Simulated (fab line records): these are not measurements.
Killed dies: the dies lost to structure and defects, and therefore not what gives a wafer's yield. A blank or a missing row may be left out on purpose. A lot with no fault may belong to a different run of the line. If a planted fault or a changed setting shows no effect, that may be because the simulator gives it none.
fab line records	flow sky130
record lots=10	wafers=30	last-day=50
route steps=708 shown FIELD_ISO@26 VT_ADJUST_LVTN@115 POLY_GATE@204 POLY_CUT@318
lots that met no fault: from a run of the same line without faults
start-h: the number of hours between the record's first day and the start of the first shown wafer of the lot	wait-h: how many hours have passed since the lot's step before this one	" as in the row above	L1.1+2: a single row standing in for several wafers	- no value, or no start given	* or withheld: withheld	< > ~ a bound
route shown NAME@n: NAME is a module with steps in the file, n the number in the route of the first one	usual: average and standard deviation across the fault-free wafers	same: alike in all rows	chamber/n: place in a boat	sites: readings site by site	_std_site: the values' standard deviation	_edge_site: outer sites' mean less inner sites'	radius-mm: how far each site lies from the wafer's centre	mask NAME#n: copy n	behind: the tool/chamber that last shaped the wafer	hold: why the lot went on hold/how many hours it stayed there/how the hold came to an end	device: the n, p or np transistor that did not switch	end of line: the same wafers' tests at the end of the route	step lacking rows: just its recipe	killed: not the wafer's yield, but the dies lost to structure and defects at the first sort	map: per-die view of a wafer (x killed, . not killed, _ where there is no die)
set.NAME: the setting that was run; set.NAME@STEP: the one run at that earlier step	model.NAME: the simulator's own value behind a step, which no gauge read
steps of the route over a sample of lots; a table a step, a row a wafer
services: a tool's chamber out of use, with start hour (start-h, from the record's first day; less than 0 if before it), hours out, and reason
## steps
# step SKY_FIELD_ISO_THK_MEAS_25
# recipe reads=SiO2_of_FIELD_ISO_CVD_24
# usual FIELD_ISO_CVD_24_THK=600/5.9
lot.wafer	tool	chamber	start-h	wait-h	FIELD_ISO_CVD_24_THK[nm]
L554.1	film-metro-01	-	34.91	0.0	601
L554.3	"	-	"	"	589
L554.5	"	-	"	"	607
L558.2	film-metro-02	-	50.50	0.0	604
L558.3	"	-	"	"	604
L558.6	"	-	"	"	590
L560.1	film-metro-02	-	62.20	0.0	594
L560.5	"	-	"	"	593
L560.6	"	-	"	"	594
L561.1	film-metro-02	-	69.03	0.0	595
L561.5	"	-	"	"	597
L561.6	"	-	"	"	600
L570.2	film-metro-03	-	113.87	0.0	601
L570.5	"	-	"	"	604
L570.6	"	-	"	"	604
L572.1	film-metro-02	-	128.52	0.0	602
L572.2	"	-	"	"	605
L572.4	"	-	"	"	595
L573.2	film-metro-02	-	130.82	0.0	603
L573.3	"	-	"	"	611
L573.4	"	-	"	"	604
L574.2	film-metro-03	-	136.47	0.0	600
L574.3	"	-	"	"	605
L574.5	"	-	"	"	603
L575.1	film-metro-03	-	140.88	0.0	595
L575.2	"	-	"	"	605
L575.6	"	-	"	"	599
L576.2	film-metro-02	-	144.99	0.0	598
L576.5	"	-	"	"	602
L576.6	"	-	"	"	601
# step SKY_VT_ADJUST_LVTN_OVL_MEAS_18
# usual VT_ADJUST_LVTN_01_OVL=0.6/1.4
lot.wafer	tool	chamber	start-h	wait-h	VT_ADJUST_LVTN_01_OVL[nm]
L554.1	overlay-02	-	169.97	0.1	0.7
L554.3	"	-	"	"	1.3
L554.5	"	-	"	"	-0.5
L558.2	overlay-01	-	188.98	0.1	1.5
L558.3	"	-	"	"	2.0
L558.6	"	-	"	"	3.0
L560.1	overlay-01	-	200.07	0.1	1.1
L560.5	"	-	"	"	1.5
L560.6	"	-	"	"	1.7
L561.1	overlay-02	-	209.92	0.1	2.0
L561.5	"	-	"	"	-0.2
L561.6	"	-	"	"	0.6
L570.2	overlay-01	-	267.58	0.1	3.6
L570.5	"	-	"	"	3.2
L570.6	"	-	"	"	1.7
L572.1	overlay-01	-	287.92	0.1	-3.4
L572.2	"	-	"	"	-1.4
L572.4	"	-	"	"	-0.3
L573.2	overlay-02	-	288.67	0.1	1.4
L573.3	"	-	"	"	0.0
L573.4	"	-	"	"	1.2
L574.2	overlay-01	-	298.43	0.1	-2.7
L574.3	"	-	"	"	-1.1
L574.5	"	-	"	"	-2.3
L575.1	overlay-02	-	302.87	0.1	-0.9
L575.2	"	-	"	"	-1.2
L575.6	"	-	"	"	-0.4
L576.2	overlay-02	-	312.27	0.1	2.6
L576.5	"	-	"	"	4.1
L576.6	"	-	"	"	2.8
# step SKY_POLY_GATE_CVD_00
# recipe material=poly-Si	target-thk-nm=180	temp-c=620	time-s=720	pressure-mtorr=200
# usual spike-tc-bottom-C=639/3.2	spike-tc-centre-C=620.7/1	spike-tc-lower-C=620.3/1.6	spike-tc-top-C=636.7/1.2	spike-tc-upper-C=619.9/1.1	susceptor-temp-C=620.04/0.29	zone-power-centre-pct=9.39/0.18	zone-power-upper-pct=8.4/0.35
lot.wafer	tool	chamber	start-h	wait-h	spike-tc-bottom-C	spike-tc-centre-C	spike-tc-lower-C	spike-tc-top-C	spike-tc-upper-C	susceptor-temp-C	zone-power-centre-pct	zone-power-upper-pct
L554.1	lpcvd-01	1	317.25	0.0	638	620.7	621.8	634.8	620.2	619.79	9.20	8.1
L554.3	"	1	"	"	638	619.9	622.4	636.5	619.5	620.48	9.38	8.2
L554.5	"	1	"	"	637	620.3	620.4	638.0	619.7	620.23	9.35	8.4
L558.2	lpcvd-01	1	340.86	0.0	637	619.4	621.6	634.8	620.0	620.85	9.21	8.3
L558.3	"	1	"	"	637	619.8	620.2	636.6	617.3	620.50	9.22	8.1
L558.6	"	1	"	"	637	620.1	621.8	634.1	619.0	620.35	9.27	8.2
L560.1	lpcvd-01	0	356.06	0.0	618	595.1	592.9	614.3	594.9	595.18	8.89	8.3
L560.5	"	0	"	"	618	593.7	593.7	612.6	595.0	595.11	9.02	8.2
L560.6	"	0	"	"	619	596.0	594.7	613.4	595.4	594.66	8.84	8.3
L561.1	lpcvd-01	0	376.73	0.0	620	593.7	593.6	613.2	596.9	594.92	8.98	8.2
L561.5	"	0	"	"	618	595.5	594.0	614.0	596.5	594.39	8.81	8.3
L561.6	"	0	"	"	619	595.3	592.9	613.5	594.8	594.36	8.91	8.3
L570.2	lpcvd-01	0	441.84	0.0	644	620.7	619.2	638.3	619.3	619.76	9.45	9.0
L570.5	"	0	"	"	644	620.1	619.0	638.1	618.4	619.91	9.55	9.0
L570.6	"	0	"	"	645	620.0	618.0	637.2	620.9	620.36	9.62	8.9
L572.1	lpcvd-01	1	470.56	0.0	637	620.9	620.4	638.6	619.2	619.77	8.97	8.2
L572.2	"	1	"	"	637	621.3	621.0	635.8	619.3	619.72	9.36	8.2
L572.4	"	1	"	"	636	619.5	620.0	636.6	620.5	620.16	9.39	8.2
L573.2	lpcvd-01	1	471.76	0.3	637	620.1	620.4	636.7	619.9	619.79	9.43	8.1
L573.3	"	1	"	"	638	621.1	622.7	636.2	619.7	619.82	9.18	8.4
L573.4	"	1	"	"	636	620.1	620.5	635.6	620.1	619.74	9.17	8.2
L574.2	lpcvd-01	1	480.13	0.0	637	619.7	618.6	636.4	619.1	620.32	9.12	8.3
L574.3	"	1	"	"	637	619.8	621.5	636.1	619.6	620.09	9.52	8.1
L574.5	"	1	"	"	637	620.4	618.5	638.1	620.3	619.85	9.24	8.2
L575.1	lpcvd-01	1	484.75	0.0	639	619.3	622.0	637.1	619.3	619.94	9.32	8.1
L575.2	"	1	"	"	638	620.1	623.3	637.2	620.5	619.69	9.23	8.2
L575.6	"	1	"	"	637	621.6	620.4	635.8	620.5	620.07	9.22	8.1
L576.2	lpcvd-01	0	494.75	0.0	645	622.1	618.1	636.6	620.4	620.02	9.58	9.0
L576.5	"	0	"	"	643	620.0	618.5	637.7	619.6	619.71	9.60	9.0
L576.6	"	0	"	"	644	620.1	620.0	637.4	618.8	619.94	9.63	8.8
# step SKY_POLY_GATE_THK_MEAS_01
# recipe reads=poly-Si_of_POLY_GATE_CVD_00
# usual POLY_GATE_CVD_00_THK=179.8/1.5
lot.wafer	tool	chamber	start-h	wait-h	POLY_GATE_CVD_00_THK[nm]
L554.1	film-metro-01	-	318.45	0.0	178.4
L554.3	"	-	"	"	178.5
L554.5	"	-	"	"	178.7
L558.2	film-metro-04	-	342.07	0.0	182.0
L558.3	"	-	"	"	181.2
L558.6	"	-	"	"	180.3
L560.1	film-metro-02	-	357.26	0.0	98.1
L560.5	"	-	"	"	98.3
L560.6	"	-	"	"	97.2
L561.1	film-metro-04	-	377.93	0.0	99.2
L561.5	"	-	"	"	98.9
L561.6	"	-	"	"	98.8
L570.2	film-metro-04	-	443.05	0.0	177.5
L570.5	"	-	"	"	177.6
L570.6	"	-	"	"	178.3
L572.1	film-metro-02	-	471.76	0.0	178.9
L572.2	"	-	"	"	180.6
L572.4	"	-	"	"	180.8
L573.2	film-metro-02	-	472.97	0.0	177.8
L573.3	"	-	"	"	178.6
L573.4	"	-	"	"	178.5
L574.2	film-metro-04	-	481.34	0.0	181.1
L574.3	"	-	"	"	181.8
L574.5	"	-	"	"	181.2
L575.1	film-metro-01	-	485.95	0.0	179.2
L575.2	"	-	"	"	180.2
L575.6	"	-	"	"	180.2
L576.2	film-metro-04	-	495.96	0.0	180.7
L576.5	"	-	"	"	178.8
L576.6	"	-	"	"	181.0
# step SKY_POLY_GATE_ETCH_17
# recipe target-depth-nm=180	stop-on=SiO2	over-etch-frac=0.56667	chemistry=HBr/Cl2	target=poly-Si	icp-w=400	bias-w=100	pressure-mtorr=10	HBr_flow_sccm=150	Cl2_flow_sccm=50	time-s=70.5
# usual drypump-motor-current-A=5.4/0.47	he-backside-leak-sccm=2.71/0.24	oes-product-au=0.985/0.007	throttle-valve-pct=33.683/0.0096
lot.wafer	tool	chamber	start-h	wait-h	drypump-motor-current-A	he-backside-leak-sccm	oes-product-au	rf-hours-counter-h	throttle-valve-pct
L554.1	rie-si-02	0	373.00	0.1	4.7	2.64	0.985	3	33.683
L554.3	"	1	"	"	5.8	2.38	0.981	37	33.698
L554.5	"	0	"	"	4.7	2.76	0.980	-	33.679
L558.2	rie-si-01	2	400.61	0.0	5.0	2.75	0.995	20	33.684
L558.3	"	0	"	"	5.6	2.30	0.990	53	33.684
L558.6	"	0	"	"	5.6	2.28	0.982	-	33.685
L560.1	rie-si-02	3	417.06	0.0	5.1	3.08	0.669	70	33.683
L560.5	"	0	"	"	4.7	2.52	0.664	-	33.666
L560.6	"	3	"	"	5.0	3.04	0.656	-	33.674
L561.1	rie-si-01	0	438.86	0.0	5.6	2.49	0.672	54	33.687
L561.5	"	1	"	"	6.0	2.95	0.675	-	33.690
L561.6	"	2	"	"	5.0	2.46	0.674	-	33.696
L570.2	rie-si-02	3	508.76	0.0	5.1	3.03	0.979	0	33.681
L570.5	"	0	"	"	4.7	2.34	0.977	-	33.687
L570.6	"	1	"	"	5.8	2.37	0.976	-	33.690
L572.1	rie-si-02	2	534.20	0.0	5.5	2.66	0.986	1	33.705
L572.2	"	3	"	"	5.1	2.50	0.992	0	33.700
L572.4	"	0	"	"	4.7	2.80	0.993	4	33.682
L573.2	rie-si-01	0	536.26	0.0	5.6	2.72	0.974	0	33.689
L573.3	"	3	"	"	6.1	2.83	0.989	0	33.677
L573.4	"	1	"	"	6.0	2.89	0.989	3	33.676
L574.2	rie-si-02	1	544.06	0.0	5.8	2.40	0.984	38	33.707
L574.3	"	0	"	"	4.7	2.84	0.989	4	33.690
L574.5	"	3	"	"	5.1	3.08	0.980	-	33.675
L575.1	rie-si-01	1	549.11	0.0	6.0	2.86	0.983	3	33.680
L575.2	"	2	"	"	5.0	2.29	0.984	21	33.679
L575.6	"	1	"	"	5.9	2.94	0.981	-	33.679
L576.2	rie-si-02	0	558.21	0.0	4.7	2.98	0.995	4	33.683
L576.5	"	0	"	"	4.7	2.91	0.985	-	33.664
L576.6	"	3	"	"	5.1	3.00	0.983	-	33.696
# step SKY_POLY_CUT_ETCH_11
# recipe target=Si3N4	chemistry=CF4/CH2F2/Ar	stop-on=poly-Si	source-w=600	bias-w=150	pressure-mtorr=40	cf4-flow-sccm=40	ch2f2-flow-sccm=20	Ar_flow_sccm=150	time-s=42.5	target-depth-a=600
# usual drypump-motor-current-A=5.7/0.42	oes-product-au=0.827/0.0066	throttle-valve-pct=14.994/0.0083
lot.wafer	tool	chamber	start-h	wait-h	drypump-motor-current-A	oes-product-au	rf-hours-counter-h	throttle-valve-pct
L554.1	rie-diel-01	0	562.72	0.0	5.4	0.834	6	14.993
L554.3	"	2	"	"	4.9	0.839	16	14.996
L554.5	"	2	"	"	4.9	0.834	-	14.994
L558.2	rie-diel-04	3	589.79	0.0	5.2	0.822	11	14.995
L558.3	"	3	"	"	5.2	0.816	-	14.988
L558.6	"	3	"	"	5.2	0.820	-	14.989
L560.1	rie-diel-01	3	638.37	0.0	5.7	0.820	13	14.993
L560.5	"	3	"	"	5.7	0.827	-	14.994
L560.6	"	2	"	"	4.9	0.819	-	14.993
L561.1	rie-diel-04	3	638.72	0.0	5.2	0.828	12	14.979
L561.5	"	1	"	"	6.2	0.823	-	14.974
L561.6	"	0	"	"	5.8	0.828	-	14.997
L570.2	rie-diel-04	3	687.47	0.0	5.2	0.826	14	14.989
L570.5	"	0	"	"	5.8	0.827	-	14.999
L570.6	"	3	"	"	5.2	0.829	-	15.008
L572.1	rie-diel-01	1	711.52	0.0	5.5	0.839	11	14.982
L572.2	"	0	"	"	5.4	0.833	9	15.000
L572.4	"	3	"	"	5.7	0.839	15	14.991
L573.2	rie-diel-02	3	713.92	0.0	6.0	0.832	5	15.007
L573.3	"	1	"	"	5.8	0.824	14	15.003
L573.4	"	0	"	"	5.0	0.829	2	15.006
L574.2	rie-diel-04	2	720.22	0.0	5.7	0.819	13	14.983
L574.3	"	1	"	"	6.1	0.833	1	14.986
L574.5	"	0	"	"	5.8	0.832	-	15.000
L575.1	rie-diel-02	3	726.87	0.0	6.0	0.836	6	15.002
L575.2	"	2	"	"	6.4	0.835	1	14.991
L575.6	"	2	"	"	6.4	0.826	-	15.004
L576.2	rie-diel-04	0	735.15	0.0	5.8	0.831	10	14.993
L576.5	"	3	"	"	5.2	0.831	-	15.002
L576.6	"	2	"	"	5.7	0.827	-	15.000
## services
tool	chamber	start-h	hours	kind
rie-diel-04	2	295.86	9.4	repair
rie-si-02	1	311.32	4.3	repair
rie-diel-04	0	337.88	21.9	repair
rie-si-02	-	341.38	0.1	repair
rie-si-02	2	345.63	6.5	repair
rie-si-02	-	345.80	1.0	repair
rie-diel-04	2	363.67	9.8	repair
rie-si-02	1	366.42	5.2	repair
rie-diel-04	3	375.92	6.3	repair
rie-diel-04	1	394.20	1.6	repair
rie-diel-04	3	394.31	8.9	repair
rie-diel-04	2	406.89	4.5	repair
rie-si-02	-	437.55	0.3	repair
rie-si-02	0	440.54	4.9	repair
rie-si-01	1	504.66	2.7	repair
rie-si-01	0	548.98	42.4	repair
rie-si-02	1	556.41	6.9	repair
rie-diel-04	2	584.78	21.2	repair
rie-diel-04	0	589.18	3.6	repair
rie-si-01	-	600.32	0.1	repair
rie-si-02	1	608.53	3.0	repair
rie-si-01	-	618.95	2.8	pm
rie-diel-04	3	661.06	14.2	repair
rie-si-02	3	711.87	1.7	repair
## key
first-sign step=SKY_POLY_GATE_CVD_00	reading=susceptor-temp-C	direction=down	sigmas=86	usual=*	struck=*
effect step=SKY_POLY_GATE_CVD_00	reading=spike-tc-centre-C	direction=down	sigmas=25	usual=620.7	struck=594.9
effect step=SKY_POLY_GATE_THK_MEAS_01	reading=POLY_GATE_CVD_00_THK	direction=down	sigmas=54	usual=179.8	struck=98.4
effect step=SKY_POLY_GATE_ETCH_17	reading=oes-product-au	direction=down	sigmas=45	usual=0.985	struck=0.668
met-at SKY_POLY_GATE_CVD_00
struck-lots L560,L561
tester-left-out L560,L561
not-acting-at SKY_FIELD_ISO_THK_MEAS_25,SKY_VT_ADJUST_LVTN_OVL_MEAS_18,SKY_POLY_CUT_ETCH_11
onset-between 340.86 356.06
fault kind=process-parameter-drift	tool=lpcvd-01	chamber=-	onset-h=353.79	steps=SKY_POLY_GATE_CVD_00	channel=temp-c	offset=*	shape=step	end-h=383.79	stated=*
# tester-left-out: of these lots the tester's yield and bins aren't shown, on N5 and GAA mostly nor the transistor test; their killed dies are dies lost to structure and defects alone, not to doping, threshold or leakage, so they don't give the yield
